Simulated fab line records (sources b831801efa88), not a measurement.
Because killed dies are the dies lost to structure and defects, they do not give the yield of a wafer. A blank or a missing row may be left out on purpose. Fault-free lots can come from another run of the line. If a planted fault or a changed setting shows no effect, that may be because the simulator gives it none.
Struck lot and sound lot, side by side + flow sky130 + 16 steps out of a route of 708
Sound: these wafers, L295.1, L295.4, L295.5. Struck: wafers L301.2, L301.4, L301.5. The cause is given at the end.
Each step with rows lists, per side, the tool, then ch with its chambers, then its first start. Under that, the readings that differ: sound wafers + struck wafers + difference of the means + sigmas: that difference in standard deviations of wafers without a fault.
alike: a reading whose means differ by less than 2 such deviations, as well as words and numbers matching on both sides. not compared: withheld readings; readings where some wafer has no value; bounds like >300 that might hide an equal value; numbers whose values overlap and for which the record gives no deviation.
A row with sigmas, a row that says differs or no value, or rows on one side alone: a step with any of these is where the two part. Numbers that don't overlap but have no deviation are shown without sigmas and don't part them. Lack of a reading on every wafer of one side parts them only where that side has two or more wafers.

first, 3 steps without rows for these wafers: SKY_SONOS_TUNNEL_EXPOSE_04 (exposes mask TUNM, target cd 410 nm); SKY_SONOS_TUNNEL_PEB_05; SKY_SONOS_TUNNEL_DEVELOP_06 (develop time 60 s).
SKY_SONOS_TUNNEL_CD_MEAS_07: target cd 410 nm.
  sound: cdSem-01 at day 12 02:02; struck: cdSem-02 at day 14 03:37
| reading   | sound             | struck            | difference | sigmas |
|-----------|-------------------|-------------------|------------|--------|
| cdNm (nm) | 412.5 412.8 413.6 | 409.0 408.5 407.6 | -4.6       | -2     |
SKY_SONOS_TUNNEL_OVL_MEAS_08:
  sound: overlay-01 at day 12 02:10; struck: overlay-01 at day 14 03:44
| reading               | sound          | struck      | difference | sigmas |
|-----------------------|----------------|-------------|------------|--------|
| SONOS_TUNNEL_OVL (nm) | -2.6 -1.7 -1.8 | 1.2 2.7 0.9 | +3.6       | +2     |
then, 3 steps without rows for these wafers: SKY_SONOS_TUNNEL_IMPLANT_09; SKY_SONOS_TUNNEL_WET_ETCH_10 (etches SiO2 in dHF, target depth 14 nm, time 280 s); SKY_SONOS_TUNNEL_STRIP_11 (strips in SPM, time 600 s).
SKY_SONOS_TUNNEL_TW_MEAS_12:
  sound: filmMetro-01 at day 12 02:37; struck: filmMetro-01 at day 14 04:11
  alike: SONOS_TUNNEL_TW
then, 2 steps without rows for these wafers: SKY_SONOS_TUNNEL_CLEAN_13 (cleans in dHF, time 20 s); SKY_SONOS_ONO_OXIDATION_00 (stabilise 600 s, purge 300 s, target thk 2.6 nm).
SKY_SONOS_ONO_THK_MEAS_01:
  sound: filmMetro-01 at day 12 05:56; struck: filmMetro-02 at day 14 05:59
  alike: SONOS_ONO_OXIDATION_THK
SKY_SONOS_ONO_CVD_02: deposits Si3N4 from DCS/NH3, target thk 10.5 nm, time 180 s.
  sound on lpcvd-02 ch 1, day 12 06:00; struck on lpcvd-02 ch 1, day 14 15:44
| reading                                    | sound             | struck            | difference | sigmas      |
|--------------------------------------------|-------------------|-------------------|------------|-------------|
| pressureMtorr (mTorr)                      | 250.7 250.1 249.8 | 200.2 201.1 200.0 | -49.8      | -99 or more |
| model.Si3N4_of_SONOS_ONO_CVD_02.thkNm (nm) | 10.56 10.65 10.68 | 9.473 9.491 9.497 | -1.143     |             |
SKY_SONOS_ONO_THK_MEAS_03:
  sound: filmMetro-04 at day 12 07:03; struck: filmMetro-01 at day 14 16:47
| reading                   | sound             | struck         | difference | sigmas |
|---------------------------|-------------------|----------------|------------|--------|
| SONOS_ONO_CVD_02_THK (nm) | 10.60 10.67 10.67 | 9.50 9.48 9.49 | -1.16      | -7     |
then, 1 step without rows for these wafers: SKY_SONOS_ONO_CVD_04 (deposits SiO2 from SiH4/N2O, target thk 5.7199 nm).
-- record jumps: 34 days separate the struck wafers' starts on either side; left off in module SONOS_ONO, taken up again in module PAD_OPEN, whose first shown step is the route's number 708 --
SKY_PAD_OPEN_PROBE_99:
  sound: prober-02 at day 46 12:04; struck: prober-01 at day 48 08:31
| reading                             | sound                   | struck                  | difference | sigmas |
|-------------------------------------|-------------------------|-------------------------|------------|--------|
| model.etest.capOno.gateLog10ACm2    | -7.908 -7.864 -8.003    | -7.25 -7.218 -7.277     | +0.68      |        |
| model.etest.capOno.toxAccNm (nm)    | 12.88 12.79 12.88       | 12.32 12.3 12.36        | -0.52      |        |
| model.etest.sonosProgrammed.vtV (V) | 1.481 1.455 1.446       | 1.72 1.764 1.718        | +0.27      |        |
| model.etest.sonosErased.vtV (V)     | -2.325 -2.33 -2.191     | -2.482 -2.465 -2.456    | -0.186     |        |
| model.etest.sonosBaked.vtV (V)      | 0.9457 0.9929 0.9738    | 1.088 1.111 1.098       | +0.128     |        |
| model.etest.sonosBaked.vtLessV (V)  | -0.5356 -0.4624 -0.4722 | -0.6324 -0.6526 -0.6197 | -0.1448    |        |
  alike: killed_at_M0_to_M3, killed_at_M4_up, killedAtContacts, killedAtFrontEnd, killedAtOther, killedDies, killedOnRim, killedOpen, killedShort

== WHERE THEY PART ==
Earliest at SKY_SONOS_TUNNEL_CD_MEAS_07; latest, in this record, at SKY_SONOS_ONO_THK_MEAS_03. Later steps at which nothing parts them and some readings are alike: SKY_PAD_OPEN_PROBE_99.

WHY: what the simulator had put in
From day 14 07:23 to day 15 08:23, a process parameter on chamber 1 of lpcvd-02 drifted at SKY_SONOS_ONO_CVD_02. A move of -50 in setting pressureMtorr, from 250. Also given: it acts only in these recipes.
